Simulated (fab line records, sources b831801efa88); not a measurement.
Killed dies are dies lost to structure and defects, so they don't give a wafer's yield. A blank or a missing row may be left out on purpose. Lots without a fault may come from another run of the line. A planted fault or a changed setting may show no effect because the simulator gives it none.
fab line records | flow gf180mcu
record lots=6 wafers=18 last_day=33
route steps=602 shown V4@485
lots that met no fault: from a run of the same line without faults
start_h: hours from the record's first day to the start of the lot's first wafer shown | wait_h: hours since the lot's step before | " the same as in the row above | L1.1+2: a row that stands for several wafers | - no value, or no start given | * or withheld: withheld | < > ~ a bound
route shown NAME@n: a module of which the file shows steps, and the number in the route of the first | usual: mean/standard deviation of fault-free wafers | same: alike in all rows | chamber/n: place in a boat | sites: the reading at each site | _std_site: their standard deviation | _edge_site: outer sites' mean less inner sites' | radius_mm: how far each site lies from the wafer's centre | mask NAME#n: copy n | behind: the tool/chamber that last shaped the wafer | hold: why the lot was held/for how many hours/how that ended | device: the transistor (n, p or np) that didn't switch | end of line: the same wafers' tests at the end of the route | a step without rows: its recipe alone | killed: dies lost to structure and defects at the first sort, not the wafer's yield | map: a wafer's dies, x killed, . not, _ none there
set.NAME: the setting as run; set.NAME@STEP: as run at that earlier step | model.NAME: the simulator's own value behind a step, which no gauge read
lots at some steps of the route; a table a step, a row a wafer
services: from which hour (start_h, from the record's first day; less than 0 if before it) a tool's chamber was out of use, for how many hours, and why
## steps
# step GF_V4_COAT_09
# recipe resist=KrF spin_rpm=withheld resist_thk_nm=1000
# step GF_V4_SOFTBAKE_10
# recipe temp_c=130 time_s=60 resist=KrF
# step GF_V4_EXPOSE_11
# recipe mask_id=Via4 target_cd_nm=260 na=0.68 source_shape=conventional sigma_outer=0.6 dose_mj=38
# step GF_V4_PEB_12
# recipe peb_temp_c=135 peb_time_s=90 resist=KrF
# step GF_V4_DEVELOP_13
# recipe develop_time_s=60 resist=KrF dev_temp_c=21
# step GF_V4_CD_MEAS_14
# recipe target_cd_nm=260
# usual cd_nm=260.2/1.3
# columns lot.wafer tool chamber start_h wait_h cd_nm
L969.2 cd_sem-02 - 651.22 0.1 261.7
L969.3 " - " " 262.6
L969.5 " - " " 262.0
L971.2 cd_sem-01 - 669.75 0.1 259.6
L971.3 " - " " 259.5
L971.6 " - " " 258.3
L972.2 cd_sem-01 - 676.79 0.1 259.8
L972.5 " - " " 259.7
L972.6 " - " " 261.1
L973.1 cd_sem-02 - 681.85 0.1 258.7
L973.3 " - " " 260.6
L973.6 " - " " 259.5
L974.1 cd_sem-01 - 685.87 0.1 259.4
L974.5 " - " " 258.5
L974.6 " - " " 258.9
L976.1 cd_sem-01 - 704.10 0.1 260.8
L976.5 " - " " 259.9
L976.6 " - " " 260.4
# step GF_V4_OVL_MEAS_15
# usual V4_OVL=0/4.8
# columns lot.wafer tool chamber start_h wait_h V4_OVL[nm]
L969.2 overlay-02 - 651.32 0.1 1
L969.3 " - " " -2
L969.5 " - " " 1
L971.2 overlay-02 - 669.86 0.1 -4
L971.3 " - " " -4
L971.6 " - " " -7
L972.2 overlay-02 - 676.89 0.1 2
L972.5 " - " " 0
L972.6 " - " " 7
L973.1 overlay-02 - 681.97 0.1 -5
L973.3 " - " " -6
L973.6 " - " " 3
L974.1 overlay-01 - 685.99 0.1 -2
L974.5 " - " " -1
L974.6 " - " " 1
L976.1 overlay-02 - 704.22 0.1 1
L976.5 " - " " -1
L976.6 " - " " 3
# step GF_V4_ETCH_16
# recipe chemistry=N2/H2 target_depth_a=withheld overetch_a=withheld time_s=withheld target=BARC ion_energy_ev=200 source_w=500 bias_w=100 pressure_mtorr=30 n2_flow_sccm=100 h2_flow_sccm=200
# usual drypump_motor_current_A=5.5/0.42 oes_product_au=0.855/0.0048 throttle_valve_pct=13.225/0.01
# columns lot.wafer tool chamber start_h wait_h drypump_motor_current_A oes_product_au throttle_valve_pct
L969.2 rie_diel-02 3 651.35 0.0 6.0 0.856 13.221
L969.3 " 0 " " 5.3 0.852 13.225
L969.5 " 2 " " 5.8 0.852 13.234
L971.2 rie_diel-02 1 669.89 0.0 5.0 0.851 13.218
L971.3 " 2 " " 5.8 0.856 13.224
L971.6 " 0 " " 5.3 0.851 13.215
L972.2 rie_diel-02 0 676.92 0.0 5.3 0.866 13.221
L972.5 " 0 " " 5.3 0.861 13.209
L972.6 " 1 " " 4.9 0.861 13.240
L973.1 rie_diel-02 2 682.00 0.0 5.8 0.854 13.220
L973.3 " 1 " " 4.9 0.851 13.228
L973.6 " 2 " " 5.8 0.850 13.234
L974.1 rie_diel-04 0 686.02 0.0 6.7 0.848 13.233
L974.5 " 2 " " 5.5 0.858 13.211
L974.6 " 3 " " 5.5 0.857 13.222
L976.1 rie_diel-04 3 704.25 0.0 5.5 0.853 13.229
L976.5 " 3 " " 5.5 0.848 13.221
L976.6 " 0 " " 6.7 0.860 13.209
# step GF_V4_ETCH_17
# recipe chemistry=C4F8/O2/Ar mask_material=KrF target=SiO2 stop_on=TiN source_w=1500 bias_w=1200 pressure_mtorr=40 c4f8_flow_sccm=withheld O2_flow_sccm=6 Ar_flow_sccm=300 time_s=withheld target_depth_a=6300
# usual oes_product_au=0.856/0.0052
# columns lot.wafer tool chamber start_h wait_h oes_product_au
L969.2 rie_diel-02 3 - - 0.854
L969.3 " 0 " " 0.852
L969.5 " 2 " " 0.856
L971.2 rie_diel-02 1 - - 0.852
L971.3 " 2 " " 0.856
L971.6 " 0 " " 0.862
L972.2 rie_diel-02 0 - - 0.857
L972.5 " 0 " " 0.861
L972.6 " 1 " " 0.861
L973.1 rie_diel-02 2 - - 0.853
L973.3 " 1 " " 0.845
L973.6 " 2 " " 0.861
L974.1 rie_diel-04 0 - - 0.854
L974.5 " 2 " " 0.860
L974.6 " 3 " " 0.852
L976.1 rie_diel-04 3 - - 0.858
L976.5 " 3 " " 0.853
L976.6 " 0 " " 0.862
# step GF_V4_STRIP_18
# recipe chemistry=O2/N2 power_w=1400 pressure_mtorr=1500 platen_temp_c=250 o2_flow_sccm=3000 n2_flow_sccm=300 overash_fraction=0.5
# usual drypump_motor_current_A=5.7/0.5 heater_power_w=335/28 oes_product_au=0.592/0.0046
# columns lot.wafer tool chamber start_h wait_h drypump_motor_current_A heater_power_w oes_product_au rf_hours_counter_h
L969.2 plasma_asher-02 0 651.48 - 6.2 343 0.594 56
L969.3 " 1 " " 5.9 313 0.595 -
L969.5 " 1 " " 5.9 323 0.593 -
L971.2 plasma_asher-01 1 670.02 - 5.8 334 0.601 86
L971.3 " 1 " " 5.8 333 0.583 -
L971.6 " 0 " " 4.9 369 0.587 -
L972.2 plasma_asher-01 0 677.05 - 4.9 362 0.584 87
L972.5 " 1 " " 5.8 334 0.591 -
L972.6 " 0 " " 4.9 377 0.586 -
L973.1 plasma_asher-01 1 682.13 - 5.8 335 0.594 88
L973.3 " 1 " " 5.8 337 0.592 -
L973.6 " 0 " " 4.9 366 0.596 -
L974.1 plasma_asher-02 1 686.15 - 5.9 325 0.593 60
L974.5 " 0 " " 6.1 350 0.602 -
L974.6 " 1 " " 5.9 324 0.594 -
L976.1 plasma_asher-02 0 704.38 - 6.2 344 0.587 62
L976.5 " 0 " " 6.2 351 0.592 -
L976.6 " 1 " " 5.9 319 0.597 -
# step GF_V4_STRIP_19
# recipe chemistry=post_etch_residue_remover time_s=1200 temp_c=72.5
# step GF_V4_CLEAN_20
# recipe chemistry=DIW dry=n2_spin
# step GF_V4_SPUTTER_21
# recipe material=Ti target_thk_nm=15 chamber_pressure_pa=5 power_w=2500 substrate_temp_c=200 time_s=80.02
# usual cathode_dc_power_W=2500.0/0.48 chamber_pressure_pa=4.999/0.01 throttle_valve_pct=30.1/0.85
# columns lot.wafer tool chamber start_h wait_h cathode_dc_power_W chamber_pressure_pa throttle_valve_pct
L969.2 pvd_sputter-04 - 652.45 0.0 2499.7 5.004 30.9
L969.3 " - " " 2500.2 5.017 29.0
L969.5 " - " " 2500.7 5.013 29.5
L971.2 pvd_sputter-02 - 670.55 0.0 2500.3 4.993 30.4
L971.3 " - " " 2499.4 5.004 29.4
L971.6 " - " " 2499.7 4.993 28.9
L972.2 pvd_sputter-04 - 677.58 0.0 - - -
L972.5 " - " " - - -
L972.6 " - " " - - -
L973.1 pvd_sputter-03 - 682.70 0.0 - - -
L973.3 " - " " - - -
L973.6 " - " " - - -
L974.1 pvd_sputter-03 - 686.68 0.0 2499.6 4.986 29.8
L974.5 " - " " 2500.4 5.010 31.7
L974.6 " - " " 2500.6 4.986 30.2
L976.1 pvd_sputter-04 - 704.91 0.0 2499.0 5.015 29.2
L976.5 " - " " 2499.6 4.993 31.4
L976.6 " - " " 2500.5 4.990 30.5
# step GF_V4_SPUTTER_22
# recipe material=TiN target_thk_nm=10 chamber_pressure_pa=5 power_w=4000 time_s=40
# usual cathode_dc_power_W=3999.9/0.79 chamber_pressure_pa=5.000/0.01 throttle_valve_pct=30.1/0.81
# columns lot.wafer tool chamber start_h wait_h cathode_dc_power_W chamber_pressure_pa throttle_valve_pct
L969.2 pvd_sputter-04 - 652.51 0.0 3999.2 5.002 31.1
L969.3 " - " " 4000.2 5.004 29.9
L969.5 " - " " 4000.3 5.011 29.9
L971.2 pvd_sputter-02 - 670.62 0.0 4000.4 5.012 30.6
L971.3 " - " " 4001.4 5.021 29.5
L971.6 " - " " 4000.3 4.987 29.1
L972.2 pvd_sputter-04 - 677.64 0.0 3998.7 4.992 30.6
L972.5 " - " " 3999.5 5.008 31.1
L972.6 " - " " 3999.3 5.001 30.5
L973.1 pvd_sputter-03 - 682.76 0.0 4001.1 4.999 29.4
L973.3 " - " " 3999.2 4.987 29.0
L973.6 " - " " 3999.7 5.007 31.7
L974.1 pvd_sputter-03 - 686.74 0.0 4000.3 5.001 29.8
L974.5 " - " " 3999.9 5.016 31.9
L974.6 " - " " 3999.2 5.005 30.1
L976.1 pvd_sputter-04 - 704.98 0.0 4000.5 5.000 29.1
L976.5 " - " " 3998.5 4.993 30.9
L976.6 " - " " 4000.1 4.989 31.0
## services
# columns tool chamber start_h hours kind
rie_diel-02 0 642.35 2.6 repair
rie_diel-02 - 688.78 2.4 repair
## key
first_sign step=GF_V4_SPUTTER_21 reading=tool_record direction=missing
effect none on later readings
met_at GF_V4_SPUTTER_21
struck_wafers L972.2,L972.5,L972.6,L973.1,L973.3,L973.6
later_rows_left_out L972.2,L972.5,L972.6,L973.1,L973.3,L973.6
sort_left_out L972.2,L972.5,L972.6,L973.1,L973.3,L973.6
onset_between 652.45 677.58
fault kind=skipped_step_whole tool=pvd_sputter-03,pvd_sputter-04 chamber=- onset_h=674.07 steps=GF_V4_SPUTTER_21 scope=struck_lots_only
# sort_left_out: the simulated sort isn't trusted on such a fault, so these wafers' sort isn't shown, and their yield isn't known
# later_rows_left_out: the simulator's readings of these wafers behind a module that went badly wrong aren't trusted and aren't shown, but for the sort
